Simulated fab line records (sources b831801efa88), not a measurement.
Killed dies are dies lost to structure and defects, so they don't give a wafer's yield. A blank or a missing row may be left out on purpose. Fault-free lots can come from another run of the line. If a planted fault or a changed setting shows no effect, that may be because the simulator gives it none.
fab line records | flow sky130
[record] lots = 13 wafers = 39 lastDay = 50
route steps=708 shown FIELD_ISO@24 PWDE@53 NWELL@76 PAD_OPEN@708
lots untouched by any fault: they come from a run of this same line in which no faults occurred
startH: start of the lot's first displayed wafer, in hours after the record's first day | waitH: time in hours since the lot's previous step | " the same as in the row above | L1.1+2: one row covering several wafers at once | - no value present, or no start provided | * or withheld: withheld | < > ~ a bound
route shown NAME@n: a module of which the file shows steps, and the number in the route of the first | usual: mean and standard deviation over wafers with no fault | same: alike in all rows | chamber/n: place in a boat | sites: readings site by site | _std_site: how widely they spread, as a standard deviation | _edge_site: the outer-site mean with the inner-site mean subtracted | radiusMm: for every site, how far away it sits from the centre of the wafer | mask NAME#n: copy n | behind: tool/chamber where the wafer was last shaped | hold: the reason the lot was held/the length of the hold in hours/how it ended | device: transistor that didn't switch, given as n, p or np | end of line: tests of these same wafers at the route's end | where a step has no rows: the recipe by itself | killed: not the wafer's yield, but the dies lost to structure and defects at the first sort | map: shows each die of a wafer: x if killed, . if not, _ if none is there
set.NAME: the setting as run; set.NAME@STEP: as run at that earlier step | model.NAME: the simulator's own value behind a step, which no gauge read
route steps across a sampled set of lots; one table per step, one row per wafer
services: from which hour (startH, from the record's first day; less than 0 if before it) a tool's chamber was out of use, for how many hours, and why
[[steps]]
[step SKY_FIELD_ISO_THK_MEAS_23]
[recipe] reads = SiO2_of_FIELD_ISO_OXIDATION_22
[usual] FIELD_ISO_OXIDATION_01_THK = 9.95/0.2
// columns lot.wafer tool chamber startH waitH FIELD_ISO_OXIDATION_01_THK[nm]
L668.2 filmMetro-03 - 33.26 0.0 10.23
L668.3 " - " " 10.09
L668.4 " - " " 10.07
L669.2 filmMetro-03 - 35.79 0.0 10.07
L669.4 " - " " 10.21
L669.5 " - " " 10.02
L670.3 filmMetro-02 - 41.63 0.0 9.91
L670.4 " - " " 9.84
L670.6 " - " " 9.92
L671.2 filmMetro-03 - 46.53 0.0 9.74
L671.3 " - " " 9.57
L671.4 " - " " 9.72
L673.3 filmMetro-01 - 56.13 0.0 10.02
L673.5 " - " " 10.05
L673.6 " - " " 10.02
L675.2 filmMetro-01 - 67.60 0.0 10.12
L675.3 " - " " 10.12
L675.5 " - " " 10.14
L680.1 filmMetro-01 - 98.49 0.0 10.04
L680.4 " - " " 10.12
L680.6 " - " " 10.10
L684.3 filmMetro-02 - 117.83 0.0 9.72
L684.5 " - " " 9.88
L684.6 " - " " 9.66
L686.1 filmMetro-03 - 126.57 0.0 10.18
L686.4 " - " " 10.23
L686.5 " - " " 10.23
L687.4 filmMetro-01 - 130.61 0.0 9.90
L687.5 " - " " 10.07
L687.6 " - " " 9.95
L689.1 filmMetro-01 - 139.78 0.0 9.80
L689.4 " - " " 9.73
L689.6 " - " " 9.74
L690.2 filmMetro-02 - 145.58 0.0 9.65
L690.4 " - " " 9.61
L690.5 " - " " 9.44
L691.1 filmMetro-03 - 150.22 0.0 9.77
L691.2 " - " " 9.82
L691.3 " - " " 9.73
[step SKY_FIELD_ISO_CMP_27]
[recipe] stopOn = Si3N4 tOverpolishS = 16 downForcePsi = 4 platenRpm = 60 targetThkNm = 457.8 padVelocityMS = 0.94248
[usual] motorCurrentA = 12.2/1.1 overpolishRunS = 16.001/0.0087 timeToEndpointS = 113/7.6
// columns lot.wafer tool chamber startH waitH motorCurrentA overpolishRunS timeToEndpointS
L668.4 cmp-01 0 35.32 0.0 13.2 16.005 107
L668.2 " 1 " " 11.8 15.996 97
L668.3 " 3 " " 12.2 15.994 119
L669.4 cmp-01 1 38.32 0.0 12.4 15.996 107
L669.2 " 0 " " 12.8 15.999 108
L669.5 " 2 " " 13.0 16.004 118
L670.4 cmp-01 2 45.22 0.0 12.1 16.001 127
L670.3 " 1 " " 11.8 16.009 105
L670.6 " 3 " " 11.8 16.011 121
L671.3 cmp-02 3 48.21 0.0 14.2 16.003 118
L671.2 " 0 " " 12.2 16.005 108
L671.4 " 2 " " 10.1 16.009 102
L673.3 cmp-01 0 59.15 0.1 11.7 15.999 107
L673.6 " 1 " " 11.8 16.018 105
L673.5 " 2 " " 12.3 15.998 117
L675.2 cmp-02 2 69.28 0.0 9.9 16.000 108
L675.3 " 0 " " 12.4 16.011 113
L675.5 " 2 " " 10.2 15.991 108
L680.4 cmp-02 2 104.25 0.0 10.2 16.010 107
L680.1 " 0 " " 11.4 16.012 115
L680.6 " 3 " " 14.7 16.002 122
L684.3 cmp-01 3 119.65 0.1 11.6 15.996 120
L684.5 " 0 " " 12.5 16.000 111
L684.6 " 1 " " 12.2 15.992 108
L686.4 cmp-01 3 128.93 0.3 11.9 16.016 126
L686.1 " 1 " " 12.0 16.003 104
L686.5 " 3 " " 11.1 15.997 127
L687.4 cmp-01 3 133.76 0.3 12.1 15.998 117
L687.6 " 3 " " 11.6 15.990 123
L687.5 " 0 " " 12.6 16.001 108
L689.4 cmp-02 3 141.52 0.1 14.6 16.014 120
L689.1 " 1 " " 12.8 16.006 114
L689.6 " 3 " " 14.4 16.010 116
L690.2 cmp-01 3 147.80 0.1 11.4 15.990 125
L690.4 " 0 " " 12.8 15.994 115
L690.5 " 1 " " 11.7 15.997 102
L691.1 cmp-02 2 153.03 0.0 10.1 15.988 101
L691.2 " 3 " " 13.9 15.988 115
L691.3 " 1 " " 12.1 15.994 113
[step SKY_PWDE_IMPLANT_08]
[recipe] species = B energyKev = 147.6 doseCm2 = 3.6e+12 tiltDeg = withheld
[usual] doseIonsCm2 = 3.601e+12/3.8e+09 faradayCurrentUA = 20.3/0.42
// columns lot.wafer tool chamber startH waitH doseIonsCm2 faradayCurrentUA
L668.2 implanter-04 0 70.18 0.0 3.601e+12 20.6
L668.3 " 0 " " 3.603e+12 20.4
L668.4 " 0 " " 3.601e+12 20.2
L669.2 implanter-04 0 72.54 0.0 3.604e+12 20.6
L669.4 " 0 " " 3.603e+12 21.0
L669.5 " 0 " " 3.599e+12 20.5
L670.3 implanter-02 0 80.25 0.1 3.61e+12 20.2
L670.4 " 0 " " 3.601e+12 20.3
L670.6 " 0 " " 3.606e+12 20.2
L671.2 implanter-04 0 82.39 0.0 3.6e+12 20.0
L671.3 " 0 " " 3.602e+12 19.6
L671.4 " 0 " " 3.602e+12 19.9
L673.3 implanter-02 0 94.70 0.1 3.602e+12 20.6
L673.5 " 0 " " 3.591e+12 19.8
L673.6 " 0 " " 3.598e+12 20.3
L675.2 implanter-04 0 104.05 0.0 3.607e+12 20.1
L675.3 " 0 " " 3.609e+12 20.0
L675.5 " 0 " " 3.607e+12 20.7
L680.1 implanter-04 0 144.77 0.0 4.025e+12 22.6
L680.4 " 0 " " 4.023e+12 22.7
L680.6 " 0 " " 4.022e+12 22.8
L684.3 implanter-04 0 159.63 0.1 4.02e+12 22.1
L684.5 " 0 " " 4.025e+12 21.8
L684.6 " 0 " " 4.02e+12 22.5
L686.1 implanter-03 0 171.05 0.0 3.596e+12 20.9
L686.4 " 0 " " 3.605e+12 20.6
L686.5 " 0 " " 3.602e+12 19.9
L687.4 implanter-02 0 176.23 0.1 3.596e+12 19.5
L687.5 " 0 " " 3.603e+12 19.6
L687.6 " 0 " " 3.603e+12 19.6
L689.1 implanter-03 0 184.40 0.0 3.602e+12 19.9
L689.4 " 0 " " 3.6e+12 19.8
L689.6 " 0 " " 3.602e+12 19.8
L690.2 implanter-02 0 190.73 0.0 3.603e+12 20.1
L690.4 " 0 " " 3.603e+12 19.8
L690.5 " 0 " " 3.603e+12 20.4
L691.1 implanter-02 0 197.20 0.0 3.606e+12 19.7
L691.2 " 0 " " 3.597e+12 20.3
L691.3 " 0 " " 3.6e+12 19.7
[step SKY_PWDE_TW_MEAS_10]
[usual] PWDE_TW = 373/3.5
// columns lot.wafer tool chamber startH waitH PWDE_TW
L668.2 filmMetro-02 - 70.41 0.1 370
L668.3 " - " " 369
L668.4 " - " " 371
L669.2 filmMetro-04 - 72.78 0.1 374
L669.4 " - " " 373
L669.5 " - " " 376
L670.3 filmMetro-02 - 80.47 0.1 370
L670.4 " - " " 369
L670.6 " - " " 370
L671.2 filmMetro-02 - 82.63 0.1 370
L671.3 " - " " 369
L671.4 " - " " 370
L673.3 filmMetro-02 - 94.92 0.1 372
L673.5 " - " " 371
L673.6 " - " " 370
L675.2 filmMetro-01 - 104.29 0.1 372
L675.3 " - " " 371
L675.5 " - " " 374
L680.1 filmMetro-01 - 145.02 0.1 388
L680.4 " - " " 388
L680.6 " - " " 389
L684.3 filmMetro-02 - 159.85 0.1 383
L684.5 " - " " 381
L684.6 " - " " 382
L686.1 filmMetro-02 - 171.30 0.1 369
L686.4 " - " " 370
L686.5 " - " " 368
L687.4 filmMetro-04 - 176.43 0.1 379
L687.5 " - " " 379
L687.6 " - " " 378
L689.1 filmMetro-01 - 184.65 0.1 372
L689.4 " - " " 376
L689.6 " - " " 373
L690.2 filmMetro-01 - 190.96 0.1 376
L690.4 " - " " 376
L690.5 " - " " 376
L691.1 filmMetro-04 - 197.45 0.1 374
L691.2 " - " " 375
L691.3 " - " " 377
[step SKY_NWELL_OVL_MEAS_23]
[usual] NWELL_01_OVL = 1.0/1.3
// columns lot.wafer tool chamber startH waitH NWELL_01_OVL[nm]
L668.2 overlay-01 - 103.96 - 0.1
L668.3 " - " " 0.4
L668.4 " - " " 2.0
L669.2 overlay-01 - 106.36 - 1.5
L669.4 " - " " 0.2
L669.5 " - " " 0.0
L670.3 overlay-02 - 112.85 - 0.8
L670.4 " - " " 0.3
L670.6 " - " " 1.2
L671.2 overlay-01 - 116.65 - -0.8
L671.3 " - " " -0.6
L671.4 " - " " 0.2
L673.3 overlay-01 - 129.22 - 1.9
L673.5 " - " " 1.9
L673.6 " - " " 1.9
L675.2 overlay-01 - 140.57 - -0.4
L675.3 " - " " 0.1
L675.5 " - " " 0.7
L680.1 overlay-01 - 184.91 - 0.5
L680.4 " - " " 2.0
L680.6 " - " " 2.8
L684.3 overlay-01 - 201.70 - -0.3
L684.5 " - " " 2.5
L684.6 " - " " -0.8
L686.1 overlay-02 - 212.54 - 0.8
L686.4 " - " " 2.6
L686.5 " - " " -0.2
L687.4 overlay-01 - 218.43 - 2.3
L687.5 " - " " 3.2
L687.6 " - " " 0.5
L689.1 overlay-01 - 227.76 - -0.7
L689.4 " - " " 0.1
L689.6 " - " " -0.2
L690.2 overlay-02 - 233.67 - 2.1
L690.4 " - " " 2.8
L690.5 " - " " 2.4
L691.1 overlay-01 - 241.26 - 1.6
L691.2 " - " " 2.7
L691.3 " - " " 2.8
[step SKY_NWELL_RS_MEAS_31]
[recipe] thkMeasGauge = four-point-probe
[usual] PWDE_RS = 5275/19
// columns lot.wafer tool chamber startH waitH PWDE_RS[ohm/sq]
L668.2 filmMetro-02 - 104.71 0.1 5270
L668.3 " - " " 5258
L668.4 " - " " 5254
L669.2 filmMetro-01 - 107.12 0.1 5299
L669.4 " - " " 5277
L669.5 " - " " 5284
L670.3 filmMetro-02 - 113.62 0.1 5264
L670.4 " - " " 5289
L670.6 " - " " 5291
L671.2 filmMetro-01 - 117.40 0.1 5263
L671.3 " - " " 5273
L671.4 " - " " 5264
L673.3 filmMetro-01 - 129.98 0.1 5299
L673.5 " - " " 5271
L673.6 " - " " 5295
L675.2 filmMetro-02 - 141.32 0.1 5246
L675.3 " - " " 5245
L675.5 " - " " 5235
L680.1 filmMetro-01 - 185.64 0.1 4834
L680.4 " - " " 4850
L680.6 " - " " 4832
L684.3 filmMetro-01 - 202.47 0.1 4843
L684.5 " - " " 4852
L684.6 " - " " 4861
L686.1 filmMetro-04 - 213.28 0.1 5285
L686.4 " - " " 5274
L686.5 " - " " 5266
L687.4 filmMetro-02 - 219.21 0.1 5288
L687.5 " - " " 5283
L687.6 " - " " 5270
L689.1 filmMetro-01 - 228.50 0.1 5291
L689.4 " - " " 5287
L689.6 " - " " 5273
L690.2 filmMetro-01 - 234.43 0.1 5248
L690.4 " - " " 5240
L690.5 " - " " 5254
L691.1 filmMetro-01 - 241.99 0.1 5305
L691.2 " - " " 5291
L691.3 " - " " 5295
[step SKY_PAD_OPEN_PROBE_99]
[usual] killed_at_M0_to_M3 = 42/7.1 killed_at_M4_up = 3.0/1.7 killedAtContacts = 25/5 killedAtFrontEnd = 16/4.4 killedAtOther = 0.5/1.4 killedDies = 87/9.2 killedOpen = 47/6.2 killedShort = 39/6.6
[same] grossDies = 492 killedAtBackSide = 0
// columns lot.wafer tool chamber startH waitH killed_at_M0_to_M3 killed_at_M4_up killedAtContacts killedAtFrontEnd killedAtOther killedDies killedOpen killedShort
L680.1 prober-02 - 1154.07 0.1 48 0 26 17 0 91 52 39
L680.4 prober-02 - 1154.22 0.2 33 1 31 12 0 77 50 26
L680.6 prober-02 - 1154.32 0.2 46 3 33 17 0 99 54 45
L690.2 prober-02 - 1188.35 0.1 48 1 37 14 1 101 53 47
L690.4 prober-02 - 1188.45 0.2 45 2 34 18 0 99 56 43
L690.5 prober-02 - 1188.50 0.2 43 3 39 16 10 111 62 41
// killed by level:class
L680.1 VIA1:geometricParticle:open=11 CONTACT:geometricParticle:open=10 LI_CONTACT:geometricParticle:open=8 FIELD_ISO:geometricParticle:short=7 VIA2:geometricParticle:open=7 VIA3:geometricParticle:open=6 METAL2:geometricParticle:short=5 FIELD_ISO:geometricParticle:open=4
L680.4 CONTACT:geometricParticle:open=12 LI_CONTACT:geometricParticle:open=9 VIA1:geometricParticle:open=8 VIA3:geometricParticle:open=8 VIA2:geometricParticle:open=7 CONTACT:geometricParticle:short=6 METAL2:geometricParticle:short=5 FIELD_ISO:geometricParticle:short=3
L680.6 CONTACT:geometricParticle:open=14 VIA1:geometricParticle:open=10 LI_CONTACT:geometricParticle:open=8 METAL2:geometricParticle:short=8 VIA1:geometricParticle:short=7 FIELD_ISO:geometricParticle:open=5 METAL1:geometricParticle:short=5 VIA2:geometricParticle:open=5
L690.2 CONTACT:geometricParticle:open=14 LI_CONTACT:geometricParticle:open=9 VIA3:geometricParticle:open=8 VIA1:geometricParticle:short=7 CONTACT:geometricParticle:short=6 VIA2:geometricParticle:open=6 LI_CONTACT:geometricParticle:short=5 METAL1:geometricParticle:short=5
L690.4 VIA1:geometricParticle:open=14 CONTACT:geometricParticle:open=10 LI_CONTACT:geometricParticle:open=8 CONTACT:geometricParticle:short=7 VIA2:geometricParticle:open=5 POLY_GATE:geometricParticle:open=5 LOCAL_INTERCONNECT:geometricParticle:short=5 FIELD_ISO:geometricParticle:open=4
L690.5 VIA1:geometricParticle:open=14 LI_CONTACT:geometricParticle:open=11 CONTACT:geometricParticle:open=11 CONTACT:geometricParticle:short=10 VIA3:geometricParticle:open=10 CAPM:areaEtch=8 FIELD_ISO:geometricParticle:short=6 METAL1:geometricParticle:short=6
[[services]]
// columns tool chamber startH hours kind
implanter-03 - 31.43 0.7 repair
implanter-03 - 43.51 2.8 pm
cmp-01 - 60.76 0.4 repair
implanter-04 - 62.46 2.0 repair
cmp-02 - 64.29 4.0 pm
implanter-03 - 68.01 5.7 pm
cmp-02 - 68.29 - consumableReplace:conditioner
cmp-02 - 68.29 - consumableReplace:pad
cmp-01 - 71.35 6.2 repair
implanter-03 - 92.62 4.0 repair
cmp-02 - 118.35 6.5 pm
cmp-02 - 124.82 12.2 pm
cmp-01 - 140.88 0.8 repair
cmp-01 - 184.34 33.8 repair
cmp-02 - 189.06 0.7 repair
[[key]]
[firstSign] step = SKY_PWDE_IMPLANT_08 reading = doseIonsCm2 direction = up sigmas = 99+ usual = * struck = *
[effect] step = SKY_PWDE_IMPLANT_08 reading = faradayCurrentUA direction = up sigmas = 5.1 usual = 20.3 struck = 22.4
[effect] step = SKY_PWDE_TW_MEAS_10 reading = PWDE_TW direction = up sigmas = 3.4 usual = 373 struck = 385
[effect] step = SKY_NWELL_RS_MEAS_31 reading = PWDE_RS direction = down sigmas = 22 usual = 5275 struck = 4845
metAt SKY_PWDE_IMPLANT_08
struckLots L680,L684
testerLeftOut L680,L684
notActingAt SKY_FIELD_ISO_THK_MEAS_23,SKY_FIELD_ISO_CMP_27,SKY_NWELL_OVL_MEAS_23
onsetBetween 104.05 144.77
[fault] kind = processParameterDrift tool = implanter-04 chamber = - onsetH = 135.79 steps = SKY_PWDE_IMPLANT_08 channel = doseCm2 offset = * shape = step endH = 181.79 actsIn = * stated = *
// testerLeftOut: of these lots the tester's yield and bins aren't shown, on N5 and GAA mostly nor the transistor test; their killed dies are dies lost to structure and defects alone, not to doping, threshold or leakage, so they don't give the yield
